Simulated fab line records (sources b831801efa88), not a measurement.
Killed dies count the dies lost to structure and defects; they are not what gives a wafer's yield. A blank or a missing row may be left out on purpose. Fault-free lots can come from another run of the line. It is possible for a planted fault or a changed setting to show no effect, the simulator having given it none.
Chamber matching -- flow sky130 -- cmp-01 running SKY_VIA4_CMP_02: 4 sister chambers
The step polishes SiO2. 4 wafers are shown with their chamber, then 12 later ones without.

## WAFERS WITH THEIR CHAMBER
wafer,chamber,motorCurrentA (A)
L091.2,0,11.8
L093.1,3,11.1
L093.3,1,9.9
L093.4,2,12.6

## WAFERS WITH NO CHAMBER GIVEN
wafer,motorCurrentA (A)
L095.1,10.4
L095.3,11.2
L095.6,9.8
L095.2,11.9
L095.4,12.2
L095.5,12.3
L096.1,11.6
L096.3,10.0
L096.5,11.7
L097.2,11.4
L097.3,12.9
L097.6,12.0

## WHICH CHAMBER EACH ONE RAN IN
wafer,from the rows above,in truth
L095.1,can't be placed: 1 or 3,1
L095.3,can't be placed: 3 or 0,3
L095.6,1,1
L095.2,0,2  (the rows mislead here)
L095.4,can't be placed: 0 or 2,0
L095.5,can't be placed: 2 or 0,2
L096.1,can't be placed: 0 or 3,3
L096.3,1,1
L096.5,can't be placed: 0 or 3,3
L097.2,can't be placed: 3 or 0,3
L097.3,2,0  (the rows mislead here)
L097.6,can't be placed: 0 or 2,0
2 of 12 placed correctly. Can't be placed from these rows: 8 (the true chamber is among the candidates in 8). Placed wrongly: 2.
How it was worked out, from the rows above alone: a wafer's distance from a chamber is the root of the sum, over the readings, of the square of ((its reading less the chamber's mean) divided by the reading's scatter). The wafer belongs to the nearest chamber; if the next one is less than 2 further off, it can't be placed. Each chamber's mean is taken over the wafers shown for it. The scatter: with one shown wafer a chamber, the root of the mean of the squares of how far each hidden wafer lies from its nearest shown one.
